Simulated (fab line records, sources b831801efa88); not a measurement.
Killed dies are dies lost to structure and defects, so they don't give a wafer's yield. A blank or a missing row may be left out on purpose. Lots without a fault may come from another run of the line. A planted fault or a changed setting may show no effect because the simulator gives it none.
fab line records | flow sky130
record lots=5 wafers=15 last_day=50
route steps=708 shown VIA2@527 METAL3@532 CAPM@537
lots that met no fault: from a run of the same line without faults
start_h: hours from the record's first day to the start of the lot's first wafer shown | wait_h: hours since the lot's step before | " the same as in the row above | L1.1+2: a row that stands for several wafers | - no value, or no start given | * or withheld: withheld | < > ~ a bound
route shown NAME@n: a module of which the file shows steps, and the number in the route of the first | usual: mean/standard deviation of fault-free wafers | same: alike in all rows | chamber/n: place in a boat | sites: the reading at each site | _std_site: their standard deviation | _edge_site: outer sites' mean less inner sites' | radius_mm: how far each site lies from the wafer's centre | mask NAME#n: copy n | behind: the tool/chamber that last shaped the wafer | hold: why the lot was held/for how many hours/how that ended | device: the transistor (n, p or np) that didn't switch | end of line: the same wafers' tests at the end of the route | a step without rows: its recipe alone | killed: dies lost to structure and defects at the first sort, not the wafer's yield | map: a wafer's dies, x killed, . not, _ none there
set.NAME: the setting as run; set.NAME@STEP: as run at that earlier step | model.NAME: the simulator's own value behind a step, which no gauge read
lots at some steps of the route; a table a step, a row a wafer
services: from which hour (start_h, from the record's first day; less than 0 if before it) a tool's chamber was out of use, for how many hours, and why
## steps
# step SKY_VIA2_SPUTTER_20
# recipe material=TiN target_thk_nm=20 chamber_pressure_pa=5 power_w=4000 time_s=80
# usual chamber_pressure_pa=4.998/0.011 throttle_valve_pct=30.0/1.1
# columns lot.wafer tool chamber start_h wait_h chamber_pressure_pa throttle_valve_pct
L077.1 pvd_sputter-02 - 869.07 0.0 5.000 32.2
L077.3 " - " " 5.002 30.3
L077.6 " - " " 5.012 32.5
L087.4 pvd_sputter-03 - 949.58 0.0 4.993 30.0
L087.5 " - " " 4.991 28.7
L087.6 " - " " 5.006 29.1
L092.1 pvd_sputter-02 - 979.39 0.0 4.996 30.3
L092.4 " - " " 4.993 28.9
L092.6 " - " " 4.988 31.4
L095.2 pvd_sputter-04 - 998.65 0.0 4.990 29.4
L095.5 " - " " 5.010 30.4
L095.6 " - " " 5.002 30.4
L096.1 pvd_sputter-03 - 1002.62 0.0 5.019 29.8
L096.4 " - " " 5.006 29.0
L096.6 " - " " 5.005 28.9
# step SKY_VIA2_CVD_21
# recipe material=W target_thk_nm=420 time_s=126.4 temp_c=400 pressure_torr=40
# usual heater_power_w=814/97
# columns lot.wafer tool chamber start_h wait_h heater_power_w
L077.1 cvd_w-01 0 869.13 0.0 829
L077.3 " 0 " " 816
L077.6 " 1 " " 945
L087.4 cvd_w-02 1 949.69 0.1 824
L087.5 " 0 " " 698
L087.6 " 1 " " 815
L092.1 cvd_w-02 0 979.45 0.0 698
L092.4 " 1 " " 797
L092.6 " 1 " " 791
L095.2 cvd_w-01 0 998.71 0.0 821
L095.5 " 0 " " 818
L095.6 " 1 " " 990
L096.1 cvd_w-01 1 1002.68 0.0 939
L096.4 " 0 " " 835
L096.6 " 0 " " 835
# step SKY_VIA2_RS_MEAS_22
# recipe thk_meas_gauge=four-point-probe reads=W_of_VIA2_CVD_21+TiN_of_VIA2_SPUTTER_20
# usual VIA2_W_RS=0.2725/0.0022
# columns lot.wafer tool chamber start_h wait_h VIA2_W_RS[ohm/sq]
L077.1 film_metro-01 - 869.26 0.1 0.2750
L077.3 " - " " 0.2723
L077.6 " - " " 0.2713
L087.4 film_metro-03 - 949.84 0.1 0.2680
L087.5 " - " " 0.2708
L087.6 " - " " 0.2730
L092.1 film_metro-03 - 979.58 0.1 0.2721
L092.4 " - " " 0.2742
L092.6 " - " " 0.2724
L095.2 film_metro-01 - 998.86 0.1 0.2740
L095.5 " - " " 0.2747
L095.6 " - " " 0.2729
L096.1 film_metro-03 - 1002.82 0.1 0.2768
L096.4 " - " " 0.2766
L096.6 " - " " 0.2709
# step SKY_VIA2_THK_MEAS_23
# recipe thk_meas_gauge=xrf reads=W_of_VIA2_CVD_21
# usual VIA2_W_THK=421/5.3
# columns lot.wafer tool chamber start_h wait_h VIA2_W_THK[nm]
L077.1 film_metro-01 - 869.38 0.1 420
L077.3 " - " " 418
L077.6 " - " " 422
L087.4 film_metro-03 - 949.93 0.1 427
L087.5 " - " " 422
L087.6 " - " " 418
L092.1 film_metro-03 - 979.70 0.1 422
L092.4 " - " " 421
L092.6 " - " " 427
L095.2 film_metro-01 - 998.97 0.1 416
L095.5 " - " " 416
L095.6 " - " " 420
L096.1 film_metro-03 - 1002.94 0.1 409
L096.4 " - " " 411
L096.6 " - " " 419
# step SKY_VIA2_CMP_24
# recipe stop_on=SiO2 t_overpolish_s=20 down_force_psi=3.5 platen_rpm=60 target_thk_nm=0 pad_velocity_m_s=0.94248
# usual motor_current_A=11.0/1 overpolish_run_s=19.999/0.009 retaining_ring_pressure_frac=1.000/0.0053 time_to_endpoint_s=102/3.6
# columns lot.wafer tool chamber start_h wait_h motor_current_A overpolish_run_s retaining_ring_pressure_frac time_to_endpoint_s
L077.1 cmp-02 0 869.44 0.1 9.5 19.995 1.006 93
L077.3 " 3 " " 10.7 19.980 0.998 94
L077.6 " 1 " " 13.2 20.005 0.999 98
L087.4 cmp-02 3 950.06 0.1 9.9 19.989 0.988 99
L087.5 " 1 " " 12.5 20.006 0.992 98
L087.6 " 2 " " 9.9 20.002 0.996 105
L092.4 cmp-01 0 979.86 0.1 11.8 20.012 1.011 106
L092.1 " 1 " " 10.2 19.996 1.001 104
L092.6 " 2 " " 10.6 19.998 1.001 107
L095.2 cmp-01 2 999.17 0.2 11.2 19.983 1.001 107
L095.6 " 3 " " 12.2 20.003 0.997 104
L095.5 " 0 " " 11.5 20.014 0.998 102
L096.4 cmp-01 2 1003.00 0.0 11.1 19.986 0.990 105
L096.1 " 1 " " 10.1 19.994 0.995 105
L096.6 " 2 " " 11.7 19.998 0.989 106
# step SKY_METAL3_SPUTTER_00
# recipe material=Ti target_thk_nm=15 power_w=3000 time_s=10 chamber_pressure_pa=0.4
# usual chamber_pressure_pa=0.4000/0.00088 throttle_valve_pct=29.6/0.71
# columns lot.wafer tool chamber start_h wait_h chamber_pressure_pa throttle_valve_pct
L077.1 pvd_sputter-03 - 869.74 0.2 0.3997 29.1
L077.3 " - " " 0.4004 30.2
L077.6 " - " " 0.4005 28.8
L087.4 pvd_sputter-01 - 950.26 0.1 0.4009 29.1
L087.5 " - " " 0.4009 30.0
L087.6 " - " " 0.3997 30.3
L092.1 pvd_sputter-04 - 980.06 0.1 0.3997 29.3
L092.4 " - " " 0.4014 30.3
L092.6 " - " " 0.3996 30.5
L095.2 pvd_sputter-01 - 999.32 0.1 0.4004 29.1
L095.5 " - " " 0.3991 29.2
L095.6 " - " " 0.3988 28.4
L096.1 pvd_sputter-01 - 1003.30 0.1 0.3998 28.5
L096.4 " - " " 0.4009 29.0
L096.6 " - " " 0.4018 28.5
# step SKY_METAL3_SPUTTER_01
# recipe material=TiN target_thk_nm=20 power_w=6500 time_s=16.7 chamber_pressure_pa=0.4
# usual chamber_pressure_pa=0.4001/0.00067 throttle_valve_pct=29.6/0.71
# columns lot.wafer tool chamber start_h wait_h chamber_pressure_pa throttle_valve_pct
L077.1 pvd_sputter-03 - 869.76 0.0 0.4000 29.2
L077.3 " - " " 0.4004 30.1
L077.6 " - " " 0.4002 29.3
L087.4 pvd_sputter-01 - 950.28 0.0 0.4013 29.0
L087.5 " - " " 0.3997 29.9
L087.6 " - " " 0.4004 30.2
L092.1 pvd_sputter-04 - 980.09 0.0 0.3999 29.1
L092.4 " - " " 0.3998 30.2
L092.6 " - " " 0.4001 30.6
L095.2 pvd_sputter-01 - 999.34 0.0 0.4010 29.1
L095.5 " - " " 0.4006 29.1
L095.6 " - " " 0.4007 28.4
L096.1 pvd_sputter-01 - 1003.32 0.0 0.4008 28.6
L096.4 " - " " 0.4003 28.9
L096.6 " - " " 0.4006 28.4
# step SKY_METAL3_SPUTTER_02
# recipe material=AlCu target_thk_nm=735 power_w=10600 time_s=39.1 chamber_pressure_pa=0.4
# usual chamber_pressure_pa=0.4000/0.00083 throttle_valve_pct=29.6/0.71
# columns lot.wafer tool chamber start_h wait_h chamber_pressure_pa throttle_valve_pct
L077.1 pvd_sputter-03 - 869.79 0.0 0.4016 29.1
L077.3 " - " " 0.3984 30.1
L077.6 " - " " 0.4013 28.7
L087.4 pvd_sputter-01 - 950.30 0.0 0.3978 29.3
L087.5 " - " " 0.4000 30.0
L087.6 " - " " 0.3995 30.5
L092.1 pvd_sputter-04 - 980.11 0.0 0.4007 29.2
L092.4 " - " " 0.3990 30.4
L092.6 " - " " 0.3997 30.5
L095.2 pvd_sputter-01 - 999.37 0.0 0.3991 29.0
L095.5 " - " " 0.4014 29.0
L095.6 " - " " 0.3997 28.5
L096.1 pvd_sputter-01 - 1003.34 0.0 0.4011 28.3
L096.4 " - " " 0.3990 28.8
L096.6 " - " " 0.4007 28.6
# step SKY_METAL3_SPUTTER_03
# recipe material=Ti target_thk_nm=5 power_w=3000 time_s=3.3 chamber_pressure_pa=0.4
# usual chamber_pressure_pa=0.4000/0.00071 throttle_valve_pct=29.6/0.7
# columns lot.wafer tool chamber start_h wait_h chamber_pressure_pa throttle_valve_pct
L077.1 pvd_sputter-03 - 869.82 0.0 0.4001 29.1
L077.3 " - " " 0.3998 30.0
L077.6 " - " " 0.4004 29.1
L087.4 pvd_sputter-01 - 950.34 0.0 0.3994 28.9
L087.5 " - " " 0.4010 29.8
L087.6 " - " " 0.4004 30.1
L092.1 pvd_sputter-04 - 980.15 0.0 0.4008 29.3
L092.4 " - " " 0.4003 30.2
L092.6 " - " " 0.4005 30.4
L095.2 pvd_sputter-01 - 999.41 0.0 0.4006 29.0
L095.5 " - " " 0.4000 29.0
L095.6 " - " " 0.3996 28.2
L096.1 pvd_sputter-01 - 1003.38 0.0 0.3999 28.8
L096.4 " - " " 0.4000 29.0
L096.6 " - " " 0.4011 28.3
# step SKY_METAL3_SPUTTER_04
# recipe material=TiN target_thk_nm=70 power_w=6500 time_s=58.3 chamber_pressure_pa=0.4
# usual chamber_pressure_pa=0.4000/0.00079 throttle_valve_pct=29.6/0.72
# columns lot.wafer tool chamber start_h wait_h chamber_pressure_pa throttle_valve_pct
L077.1 pvd_sputter-03 - 869.84 0.0 0.3998 29.1
L077.3 " - " " 0.4003 30.0
L077.6 " - " " 0.4009 29.1
L087.4 pvd_sputter-01 - 950.36 0.0 0.3992 28.9
L087.5 " - " " 0.3991 29.9
L087.6 " - " " 0.3987 30.4
L092.1 pvd_sputter-04 - 980.17 0.0 0.3998 29.2
L092.4 " - " " 0.3980 30.1
L092.6 " - " " 0.4009 30.2
L095.2 pvd_sputter-01 - 999.42 0.0 0.3994 29.2
L095.5 " - " " 0.4006 28.9
L095.6 " - " " 0.4011 28.2
L096.1 pvd_sputter-01 - 1003.40 0.0 0.4008 28.7
L096.4 " - " " 0.4003 28.8
L096.6 " - " " 0.3996 28.2
# step SKY_CAPM_CVD_00
# recipe material=SiO2 target_thk_nm=15.5 temp_c=400 time_s=withheld rf_w=450
# usual heater_power_w=713/84
# columns lot.wafer tool chamber start_h wait_h heater_power_w
L077.1 pecvd-01 0 869.89 0.0 622
L077.3 " 1 " " 758
L077.6 " 1 " " 780
L087.4 pecvd-01 1 950.42 0.0 716
L087.5 " 0 " " 753
L087.6 " 2 " " 604
L092.1 pecvd-04 1 980.22 0.0 811
L092.4 " 0 " " 733
L092.6 " 2 " " 571
L095.2 pecvd-02 1 999.47 0.0 880
L095.5 " 1 " " 867
L095.6 " 2 " " 715
L096.1 pecvd-01 2 1003.45 0.0 688
L096.4 " 1 " " 654
L096.6 " 0 " " 622
# step SKY_CAPM_THK_MEAS_01
# recipe reads=SiO2_of_CAPM_CVD_00
# usual CAPM_CVD_00_THK=15.51/0.23
# columns lot.wafer tool chamber start_h wait_h CAPM_CVD_00_THK[nm]
L077.1 film_metro-03 - 869.91 - 15.54
L077.3 " - " " 15.41
L077.6 " - " " 15.82
L087.4 film_metro-01 - 950.46 - 15.67
L087.5 " - " " 15.50
L087.6 " - " " 15.52
L092.1 film_metro-02 - 980.24 - 15.21
L092.4 " - " " 15.29
L092.6 " - " " 15.39
L095.2 film_metro-03 - 999.51 - 15.90
L095.5 " - " " 15.89
L095.6 " - " " 15.75
L096.1 film_metro-01 - 1003.47 - 15.16
L096.4 " - " " 15.48
L096.6 " - " " 15.83
# step SKY_CAPM_SPUTTER_02
# recipe material=TiN target_thk_nm=200 temp_c=300 power_w=6500 time_s=166.7 chamber_pressure_pa=0.4
# usual chamber_pressure_pa=0.4000/0.00076 throttle_valve_pct=30.1/1.2
# columns lot.wafer tool chamber start_h wait_h chamber_pressure_pa throttle_valve_pct
L077.1 pvd_sputter-01 - 869.97 0.1 0.3996 28.5
L077.3 " - " " 0.3998 29.1
L077.6 " - " " 0.4014 29.9
L087.4 pvd_sputter-01 - 950.49 0.0 0.4003 30.1
L087.5 " - " " 0.4001 29.1
L087.6 " - " " 0.4008 30.0
L092.1 pvd_sputter-01 - 980.30 0.1 0.3991 30.2
L092.4 " - " " 0.4001 29.1
L092.6 " - " " 0.4003 29.9
L095.2 pvd_sputter-03 - 999.56 0.0 0.4009 28.6
L095.5 " - " " 0.3995 30.1
L095.6 " - " " 0.4009 28.6
L096.1 pvd_sputter-02 - 1003.53 0.1 0.4020 29.0
L096.4 " - " " 0.3992 30.5
L096.6 " - " " 0.4001 32.5
# step SKY_CAPM_RS_MEAS_03
# recipe thk_meas_gauge=four-point-probe reads=TiN_of_CAPM_SPUTTER_02
# usual CAPM_TIN_RS=6.93/0.084
# columns lot.wafer tool chamber start_h wait_h CAPM_TIN_RS[ohm/sq]
L077.1 film_metro-01 - 870.08 0.1 6.89
L077.3 " - " " 6.88
L077.6 " - " " 6.96
L087.4 film_metro-01 - 950.66 0.1 6.95
L087.5 " - " " 6.89
L087.6 " - " " 6.95
L092.1 film_metro-03 - 980.41 0.1 7.02
L092.4 " - " " 6.99
L092.6 " - " " 7.00
L095.2 film_metro-01 - 999.68 0.1 7.07
L095.5 " - " " 6.96
L095.6 " - " " 7.01
L096.1 film_metro-02 - 1003.64 0.1 6.88
L096.4 " - " " 6.87
L096.6 " - " " 6.84
# step SKY_CAPM_THK_MEAS_04
# recipe thk_meas_gauge=xrf reads=TiN_of_CAPM_SPUTTER_02
# usual CAPM_TIN_THK=202.7/2.4
# columns lot.wafer tool chamber start_h wait_h CAPM_TIN_THK[nm]
L077.1 film_metro-01 - 870.20 0.1 203.2
L077.3 " - " " 203.5
L077.6 " - " " 199.5
L087.4 film_metro-01 - 950.75 0.1 202.1
L087.5 " - " " 203.5
L087.6 " - " " 201.5
L092.1 film_metro-03 - 980.53 0.1 201.4
L092.4 " - " " 202.0
L092.6 " - " " 202.7
L095.2 film_metro-01 - 999.79 0.1 199.1
L095.5 " - " " 201.9
L095.6 " - " " 199.8
L096.1 film_metro-02 - 1003.76 0.1 203.3
L096.4 " - " " 205.7
L096.6 " - " " 204.8
# step SKY_CAPM_DEHYDRATE_05
# recipe temp_c=200 time_s=60
# usual heater_power_total_W=160.37/0.12
# columns lot.wafer tool chamber start_h wait_h heater_power_total_W
L077.1 litho_track-02 0 882.55 12.3 160.28
L077.3 " 0 " " 160.46
L077.6 " 0 " " 160.24
L087.4 litho_track-02 0 962.02 11.3 160.37
L087.5 " 0 " " 160.45
L087.6 " 0 " " 160.32
L092.1 litho_track-03 0 991.69 11.2 160.28
L092.4 " 0 " " 160.42
L092.6 " 0 " " 160.63
L095.2 litho_track-04 0 1010.27 10.5 160.61
L095.5 " 0 " " 160.34
L095.6 " 0 " " 160.28
L096.1 litho_track-04 0 1014.50 10.7 160.47
L096.4 " 0 " " 160.63
L096.6 " 0 " " 160.36
# step SKY_CAPM_HMDS_06
# recipe prime_time_s=60 prime_temp_c=120
# columns lot.wafer tool chamber start_h wait_h
L077.1+3+6 litho_track-02 0 882.70 0.1
L087.4+5+6 litho_track-02 0 962.17 0.1
L092.1+4+6 litho_track-03 0 991.84 0.1
L095.2+5+6 litho_track-04 0 1010.42 0.1
L096.1+4+6 litho_track-04 0 1014.65 0.1
# step SKY_CAPM_COAT_07
# recipe resist=NOVOLAK spin_rpm=3000 resist_thk_nm=1140
# columns lot.wafer tool chamber start_h wait_h
L077.1+3+6 litho_track-02 0 882.85 0.1
L087.4+5+6 litho_track-02 0 962.32 0.1
L092.1+4+6 litho_track-03 0 991.99 0.1
L095.2+5+6 litho_track-04 0 1010.57 0.1
L096.1+4+6 litho_track-04 0 1014.80 0.1
# step SKY_CAPM_SOFTBAKE_08
# recipe temp_c=90 time_s=60 resist=NOVOLAK
# usual heater_power_total_W=56.59/0.046
# columns lot.wafer tool chamber start_h wait_h heater_power_total_W
L077.1 litho_track-02 0 883.00 0.1 56.50
L077.3 " 0 " " 56.65
L077.6 " 0 " " 56.58
L087.4 litho_track-02 0 962.47 0.1 56.57
L087.5 " 0 " " 56.63
L087.6 " 0 " " 56.57
L092.1 litho_track-03 0 992.14 0.1 56.61
L092.4 " 0 " " 56.66
L092.6 " 0 " " 56.62
L095.2 litho_track-04 0 1010.72 0.1 56.61
L095.5 " 0 " " 56.62
L095.6 " 0 " " 56.59
L096.1 litho_track-04 0 1014.95 0.1 56.65
L096.4 " 0 " " 56.58
L096.6 " 0 " " 56.66
# step SKY_CAPM_EXPOSE_09
# recipe mask_id=CAPM na=0.6 source_shape=conventional sigma_outer=0.6 polarization=unpolarized target_cd_nm=1000 dose_mj=159
# usual focus_offset_nm=0.1/0.52 reticle_temp_C=23.01/0.1 stage_vel_mm_s=499.99/0.24
# columns lot.wafer tool chamber start_h wait_h mask focus_offset_nm reticle_temp_C stage_vel_mm_s
L077.1 iline_stepper-01 0 - - CAPM#0 -0.4 22.86 499.85
L077.3 " 0 " " CAPM#0 0.2 22.99 499.86
L077.6 " 0 " " CAPM#0 0.7 23.11 499.56
L087.4 iline_stepper-02 0 - - CAPM#0 0.4 22.95 499.97
L087.5 " 0 " " CAPM#0 0.1 23.20 500.02
L087.6 " 0 " " CAPM#0 -0.4 23.24 499.63
L092.1 iline_stepper-01 0 - - CAPM#0 -1.8 22.93 500.15
L092.4 " 0 " " CAPM#0 -0.5 22.99 500.02
L092.6 " 0 " " CAPM#0 -1.0 22.91 500.21
L095.2 iline_stepper-02 0 - - CAPM#0 0.0 23.28 500.15
L095.5 " 0 " " CAPM#0 0.1 23.18 499.93
L095.6 " 0 " " CAPM#0 0.3 23.08 500.23
L096.1 iline_stepper-01 0 - - CAPM#0 0.4 23.07 500.13
L096.4 " 0 " " CAPM#0 0.1 23.04 500.13
L096.6 " 0 " " CAPM#0 -0.3 23.06 500.42
# step SKY_CAPM_PEB_10
# recipe temp_c=withheld time_s=* resist=NOVOLAK
# columns lot.wafer tool chamber start_h wait_h
L077.1+3+6 litho_track-04 0 - -
L087.4+5+6 litho_track-03 0 - -
L092.1+4+6 litho_track-02 0 - -
L095.2+5+6 litho_track-02 0 - -
L096.1+4+6 litho_track-04 0 - -
# step SKY_CAPM_DEVELOP_11
# recipe resist=NOVOLAK developer=TMAH develop_time_s=60 dev_temp_c=23
# same develop_time_s=60
# columns lot.wafer tool chamber start_h wait_h
L077.1+3+6 litho_track-04 0 895.65 0.1
L087.4+5+6 litho_track-03 0 974.31 0.1
L092.1+4+6 litho_track-02 0 1003.85 0.1
L095.2+5+6 litho_track-02 0 1021.77 0.1
L096.1+4+6 litho_track-04 0 1026.75 0.1
# step SKY_CAPM_OVL_MEAS_12
# usual CAPM_OVL=-1.2/1.2
# columns lot.wafer tool chamber start_h wait_h CAPM_OVL[nm]
L077.1 overlay-01 - 895.80 0.1 -1.0
L077.3 " - " " -1.6
L077.6 " - " " -0.9
L087.4 overlay-02 - 974.41 0.1 -3.1
L087.5 " - " " 2.2
L087.6 " - " " -2.0
L092.1 overlay-01 - 1004.00 0.1 -2.7
L092.4 " - " " -1.0
L092.6 " - " " -1.8
L095.2 overlay-01 - 1021.90 0.1 -0.7
L095.5 " - " " 1.2
L095.6 " - " " -1.5
L096.1 overlay-02 - 1026.90 0.1 -1.2
L096.4 " - " " -1.9
L096.6 " - " " -2.8
# step SKY_CAPM_METAL_ETCH_13
# recipe target_depth_nm=220 stop_on=SiO2 chemistry=Cl2/BCl3 target=TiN pressure_mtorr=10 icp_w=900 bias_w=48.5 Cl2_flow_sccm=60 bcl3_flow_sccm=30 time_s=62.9
# usual drypump_motor_current_A=5.9/0.36 oes_product_au=0.940/0.0075 throttle_valve_pct=21.903/0.01
# columns lot.wafer tool chamber start_h wait_h drypump_motor_current_A oes_product_au rf_hours_counter_h throttle_valve_pct
L077.1 rie_metal-03 1 895.83 0.0 5.1 0.946 5 21.896
L077.3 " 1 " " 5.1 0.953 - 21.901
L077.6 " 1 " " 5.1 0.942 - 21.920
L087.4 rie_metal-02 0 974.50 0.1 6.1 0.939 - 21.913
L087.5 " 0 " " 6.0 0.944 - 21.907
L087.6 " 0 " " 6.1 0.937 - 21.902
L092.1 rie_metal-02 1 1004.03 0.0 6.3 0.932 5 21.904
L092.4 " 0 " " 6.1 0.931 - 21.901
L092.6 " 1 " " 6.2 0.934 - 21.917
L095.2 rie_metal-02 0 1021.93 0.0 6.1 0.927 23 21.900
L095.5 " 0 " " 6.1 0.941 - 21.893
L095.6 " 1 " " 6.2 0.932 - 21.886
L096.1 rie_metal-02 0 1026.93 0.0 6.0 0.951 24 21.899
L096.4 " 0 " " 6.0 0.952 - 21.903
L096.6 " 1 " " 6.2 0.942 - 21.915
# step SKY_CAPM_STRIP_14
# recipe chemistry=O2/N2 power_w=1400 pressure_mtorr=1500 platen_temp_c=withheld o2_flow_sccm=3000 n2_flow_sccm=300 overash_fraction=0.5
# usual drypump_motor_current_A=5.7/0.44 n2_flow_sccm=300.1/0.81 oes_product_au=0.710/0.0046 strip_time_to_endpoint_s=12.66/0.046
# columns lot.wafer tool chamber start_h wait_h drypump_motor_current_A n2_flow_sccm oes_product_au rf_hours_counter_h strip_time_to_endpoint_s
L077.1 plasma_asher-01 0 895.99 0.1 6.1 301.7 0.711 47 12.69
L077.3 " 0 " " 6.1 300.4 0.710 - 12.61
L077.6 " 0 " " 6.1 299.4 0.722 - 12.66
L087.4 plasma_asher-02 1 974.61 0.1 6.4 299.5 0.707 - 12.66
L087.5 " 0 " " 5.6 299.2 0.713 - 12.65
L087.6 " 1 " " 6.4 300.8 0.718 - 12.63
L092.1 plasma_asher-02 1 1004.11 0.1 6.4 300.6 0.716 27 12.65
L092.4 " 0 " " 5.6 299.1 0.714 - 12.62
L092.6 " 1 " " 6.4 300.2 0.721 - 12.66
L095.2 plasma_asher-01 1 1022.01 0.1 5.9 299.0 0.712 56 12.58
L095.5 " 1 " " 5.9 299.5 0.708 - 12.64
L095.6 " 0 " " 6.1 300.1 0.708 - 12.61
L096.1 plasma_asher-03 1 1027.01 0.1 5.2 300.8 0.717 118 12.69
L096.4 " 1 " " 5.2 301.0 0.713 - 12.69
L096.6 " 0 " " 5.3 298.8 0.717 - 12.65
# step SKY_CAPM_STRIP_15
# recipe chemistry=post_etch_residue_remover time_s=1200 temp_c=72.5
# columns lot.wafer tool chamber start_h wait_h
L077.1+3+6 wet_bench-01 3 896.09 0.1
L087.4+5+6 wet_bench-04 2 974.68 0.0
L092.1+4+6 wet_bench-04 2 1004.21 0.1
L095.2+5+6 wet_bench-02 1 1022.11 0.1
L096.1+4+6 wet_bench-01 2 1027.11 0.1
# step SKY_CAPM_CLEAN_16
# recipe chemistry=IPA time_s=180 temp_c=25
# columns lot.wafer tool chamber start_h wait_h
L077.1+3+6 wet_bench-01 1 896.43 0.0
L087.4+5+6 wet_bench-01 2 975.05 0.0
L092.1+4+6 wet_bench-02 3 1004.55 0.0
L095.2+5+6 wet_bench-01 2 1022.45 0.0
L096.1+4+6 wet_bench-02 3 1027.48 0.0
# step SKY_CAPM_CLEAN_17
# recipe chemistry=O3/DIW dry=n2_spin
# columns lot.wafer tool chamber start_h wait_h
L077.1+3+6 wet_bench-01 3 896.49 0.0
L087.4+5+6 wet_bench-02 3 975.11 0.0
L092.1+4+6 wet_bench-04 2 1004.61 0.0
L095.2+5+6 wet_bench-04 2 1022.52 0.0
L096.1+4+6 wet_bench-04 0 1027.54 0.0
# step SKY_METAL3_DEHYDRATE_05
# recipe temp_c=200 time_s=60
# usual heater_power_total_W=160.38/0.13
# columns lot.wafer tool chamber start_h wait_h heater_power_total_W
L077.1 litho_track-02 0 908.90 12.3 160.58
L077.3 " 0 " " 160.33
L077.6 " 0 " " 160.38
L087.4 litho_track-01 0 986.46 11.3 160.16
L087.5 " 0 " " 160.53
L087.6 " 0 " " 160.36
L092.1 litho_track-04 0 1015.10 10.4 160.40
L092.4 " 0 " " 160.21
L092.6 " 0 " " 160.31
L095.2 litho_track-01 0 1033.31 10.7 160.38
L095.5 " 0 " " 160.35
L095.6 " 0 " " 160.25
L096.1 litho_track-01 0 1038.13 10.5 160.43
L096.4 " 0 " " 160.27
L096.6 " 0 " " 160.31
# step SKY_METAL3_HMDS_06
# recipe prime_time_s=60 prime_temp_c=120
# columns lot.wafer tool chamber start_h wait_h
L077.1+3+6 litho_track-02 0 909.05 0.1
L087.4+5+6 litho_track-01 0 986.61 0.1
L092.1+4+6 litho_track-04 0 1015.25 0.1
L095.2+5+6 litho_track-01 0 1033.46 0.1
L096.1+4+6 litho_track-01 0 1038.28 0.1
# step SKY_METAL3_COAT_07
# recipe resist=BARC temp_c=withheld time_s=withheld spin_rpm=3000 resist_thk_nm=60
# columns lot.wafer tool chamber start_h wait_h
L077.1+3+6 litho_track-02 0 909.20 0.1
L087.4+5+6 litho_track-01 0 986.76 0.1
L092.1+4+6 litho_track-04 0 1015.40 0.1
L095.2+5+6 litho_track-01 0 1033.61 0.1
L096.1+4+6 litho_track-01 0 1038.43 0.1
# step SKY_METAL3_COAT_08
# recipe resist=KrF-thick spin_rpm=3000 resist_thk_nm=1140
# columns lot.wafer tool chamber start_h wait_h
L077.1+3+6 litho_track-02 0 - -
L087.4+5+6 litho_track-01 0 - -
L092.1+4+6 litho_track-04 0 - -
L095.2+5+6 litho_track-01 0 - -
L096.1+4+6 litho_track-01 0 - -
# step SKY_METAL3_SOFTBAKE_09
# recipe temp_c=100 time_s=90 resist=KrF-thick
# usual heater_power_total_W=57.37/0.12
# columns lot.wafer tool chamber start_h wait_h heater_power_total_W
L077.1 litho_track-02 0 - - 57.57
L077.3 " 0 " " 57.37
L077.6 " 0 " " 57.58
L087.4 litho_track-01 0 - - 57.34
L087.5 " 0 " " 57.35
L087.6 " 0 " " 57.40
L092.1 litho_track-04 0 - - 57.25
L092.4 " 0 " " 57.45
L092.6 " 0 " " 57.35
L095.2 litho_track-01 0 - - 57.45
L095.5 " 0 " " 57.35
L095.6 " 0 " " 57.49
L096.1 litho_track-01 0 - - 57.55
L096.4 " 0 " " 57.53
L096.6 " 0 " " 57.18
# step SKY_METAL3_EXPOSE_10
# recipe mask_id=MM3 na=0.68 source_shape=annular sigma_inner=0.4 sigma_outer=0.8 target_cd_nm=300 dose_mj=28
# usual focus_offset_nm=0.0/0.53 reticle_temp_C=22.98/0.091 stage_vel_mm_s=499.97/0.27
# same sigma_inner=0.4
# columns lot.wafer tool chamber start_h wait_h mask focus_offset_nm reticle_temp_C stage_vel_mm_s
L077.1 krf_scanner-02 0 - - MM3#0 0.3 23.07 499.43
L077.3 " 0 " " MM3#0 0.1 22.92 499.34
L077.6 " 0 " " MM3#0 -1.1 23.00 499.35
L087.4 krf_scanner-02 0 - - MM3#0 -0.7 23.14 500.24
L087.5 " 0 " " MM3#0 0.0 23.13 500.09
L087.6 " 0 " " MM3#0 0.0 22.87 499.94
L092.1 krf_scanner-01 0 - - MM3#0 0.2 23.04 500.17
L092.4 " 0 " " MM3#0 -0.4 22.96 499.96
L092.6 " 0 " " MM3#0 0.3 23.07 500.22
L095.2 krf_scanner-02 0 - - MM3#0 -0.7 22.98 499.87
L095.5 " 0 " " MM3#0 -0.4 23.02 500.35
L095.6 " 0 " " MM3#0 0.4 22.97 500.03
L096.1 krf_scanner-02 0 - - MM3#0 -1.2 23.02 500.09
L096.4 " 0 " " MM3#0 -0.6 23.15 499.54
L096.6 " 0 " " MM3#0 0.1 22.97 500.12
# step SKY_METAL3_PEB_11
# recipe peb_temp_c=withheld peb_time_s=withheld resist=KrF-thick
# columns lot.wafer tool chamber start_h wait_h
L077.1+3+6 litho_track-04 0 - -
L087.4+5+6 litho_track-04 0 - -
L092.1+4+6 litho_track-02 0 - -
L095.2+5+6 litho_track-04 0 - -
L096.1+4+6 litho_track-04 0 - -
## services
# columns tool chamber start_h hours kind
pecvd-01 - 849.29 2.8 pm
pvd_sputter-04 - 849.85 2.1 repair
krf_scanner-02 - 865.25 4.4 pm
pvd_sputter-03 - 870.84 1.2 repair
krf_scanner-02 - 877.70 4.0 pm
krf_scanner-02 - 885.54 5.3 repair
wet_bench-02 - 891.49 2.0 repair
cvd_w-01 1 901.89 25.6 repair
cmp-01 - 913.03 0.5 repair
wet_bench-04 - 922.44 24.9 repair
cmp-01 - 927.67 1.3 repair
pecvd-01 1 928.30 5.5 repair
pvd_sputter-02 - 941.63 1.3 repair
krf_scanner-02 - 944.99 0.8 pm
cvd_w-01 - 955.62 6.9 pm
cvd_w-01 - 967.40 28.1 pm
pvd_sputter-01 - 967.80 4.0 repair
rie_metal-02 1 973.83 2.1 repair
pvd_sputter-04 - 975.84 3.6 repair
krf_scanner-02 - 991.50 1.0 pm
pecvd-01 - 994.99 1.5 repair
iline_stepper-01 - 995.02 1.7 pm
krf_scanner-02 - 998.74 1.3 pm
pvd_sputter-04 - 1040.38 2.8 repair
## key
fault none
